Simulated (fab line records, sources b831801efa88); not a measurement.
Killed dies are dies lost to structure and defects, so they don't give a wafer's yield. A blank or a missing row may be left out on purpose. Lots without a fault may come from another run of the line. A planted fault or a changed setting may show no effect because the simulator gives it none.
Which tool did it? | flow sky130 | 11 lots, 32 wafers sampled, at 3 steps of a route of 708

WHAT THE GAUGES READ, wafer by wafer
SKY_FIELD_ISO_THK_MEAS_04.
lot  | measured    | on            | FIELD_ISO_CVD_03_THK (nm)
L492 | day 1 16:23 | film_metro-02 | 163.3 164.7 163.4
L494 | day 2 00:34 | film_metro-04 | 164.7 165.9 164.9
L495 | day 2 05:59 | film_metro-04 | 169.5 168.6 167.8
L497 | day 2 14:29 | film_metro-03 | 167.8 167.6 168.4
L498 | day 2 20:31 | film_metro-02 | 163.1 163.5 164.0
L501 | day 3 12:07 | film_metro-03 | 169.1 169.6
L503 | day 4 00:01 | film_metro-03 | 162.9 164.2 163.7
L510 | day 5 08:44 | film_metro-02 | 166.1 165.8 166.3
L513 | day 5 22:29 | film_metro-03 | 162.6 162.6 162.4
L514 | day 6 03:57 | film_metro-04 | 162.7 164.3 161.8
L515 | day 6 09:51 | film_metro-04 | 163.1 163.3 162.7

SKY_VT_ADJUST_LVTN_TW_MEAS_10.
lot  | measured     | on            | VT_ADJUST_LVTN_TW
L492 | day 7 03:34  | film_metro-04 | 241.0 240.8 241.2
L494 | day 7 14:13  | film_metro-01 | 240.4 238.7 239.6
L495 | day 8 00:10  | film_metro-01 | 240.0 238.9 238.6
L497 | day 8 11:49  | film_metro-04 | 241.5 242.3 242.2
L498 | day 8 16:53  | film_metro-01 | 240.4 239.3 240.2
L501 | day 9 12:58  | film_metro-03 | 243.1 243.0
L503 | day 10 04:41 | film_metro-04 | 239.3 239.4 240.3
L510 | day 11 23:55 | film_metro-03 | 244.5 243.2 243.9
L513 | day 13 00:10 | film_metro-03 | 244.1 244.2 243.8
L514 | day 13 04:55 | film_metro-04 | 241.7 242.1 242.4
L515 | day 13 12:17 | film_metro-03 | 242.6 241.5 243.8

WHICH TOOL RAN EACH LOT (tool, then ch and the chambers of the sampled wafers, then the start)
lot  | SKY_FIELD_ISO_ETCH_17
L492 | rie_si-01 ch 0,3, day 2 07:04
L494 | rie_si-02 ch 1,2, day 2 15:38
L495 | rie_si-02 ch 2,3, day 2 22:04
L497 | rie_si-02 ch 0,1,2, day 3 07:05
L498 | rie_si-02 ch 0,3, day 3 12:40
L501 | rie_si-01 ch 1,2, day 4 04:56
L503 | rie_si-02 ch 0,1, day 4 18:23
L510 | rie_si-01 ch 1,2,3, day 6 03:38
L513 | rie_si-02 ch 1,2,3, day 6 18:31
L514 | rie_si-02 ch 0,3, day 7 00:20
L515 | rie_si-02 ch 1,2,3, day 7 06:26
- SKY_FIELD_ISO_ETCH_17: etches Si in HBr/Cl2/O2, target depth 342 nm, time 97.7 s.

WHAT THE TOOLS THEMSELVES READ (means of the sampled wafers that have a number; where no wafer has one, the mark that the record gives instead)
SKY_FIELD_ISO_ETCH_17.
lot  | tool      | drypump_motor_current_A (A) | oes_product_au (a.u.) | run_length_s (s) | throttle_valve_pct (%)
L492 | rie_si-01 | 5.2                         | 0.997                 | 125.9            | 25.649
L494 | rie_si-02 | 6.2                         | 0.993                 | 125.9            | 25.656
L495 | rie_si-02 | 5.3                         | 1.003                 | 126.0            | 25.659
L497 | rie_si-02 | 6.3                         | 1.002                 | 126.1            | 25.651
L498 | rie_si-02 | 5.4                         | 0.998                 | 126.1            | 25.653
L501 | rie_si-01 | 5.8                         | 0.995                 | 126.2            | 25.666
L503 | rie_si-02 | 6.4                         | 1.003                 | 126.2            | 25.646
L510 | rie_si-01 | 5.6                         | 0.991                 | 125.9            | 25.660
L513 | rie_si-02 | 5.8                         | 0.991                 | 126.0            | 25.666
L514 | rie_si-02 | 5.4                         | 1.002                 | 126.4            | 25.648
L515 | rie_si-02 | 5.8                         | 0.991                 | 126.0            | 25.660

THE ANSWER, worked out from the rows above alone
Rule: what is usual is taken from the lots themselves. Put in order of their means at a reading, lots are off if they are a third of the lots or fewer, leave a main group of 4 or more, and stand apart from it by a gap of 3 or more times the standard deviation of the main group's means; of several such gaps the widest counts. A main group whose means are all the same, to the digits that the tables above print for the reading, isn't used. A lot without any number at a reading at which 4 lots or more have one is off too. The other lots that the step has rows for count as sound. The gauges are gone through in route order, then the tools' own readings, and for those a lot's mean is taken as printed above. The first step at which some lot is off is used, and at that step the reading that is off furthest; a lot without a number counts as furthest.
No lot is off at any reading shown: from this, nothing can be told.

WHAT THE SIMULATOR HAD PUT IN
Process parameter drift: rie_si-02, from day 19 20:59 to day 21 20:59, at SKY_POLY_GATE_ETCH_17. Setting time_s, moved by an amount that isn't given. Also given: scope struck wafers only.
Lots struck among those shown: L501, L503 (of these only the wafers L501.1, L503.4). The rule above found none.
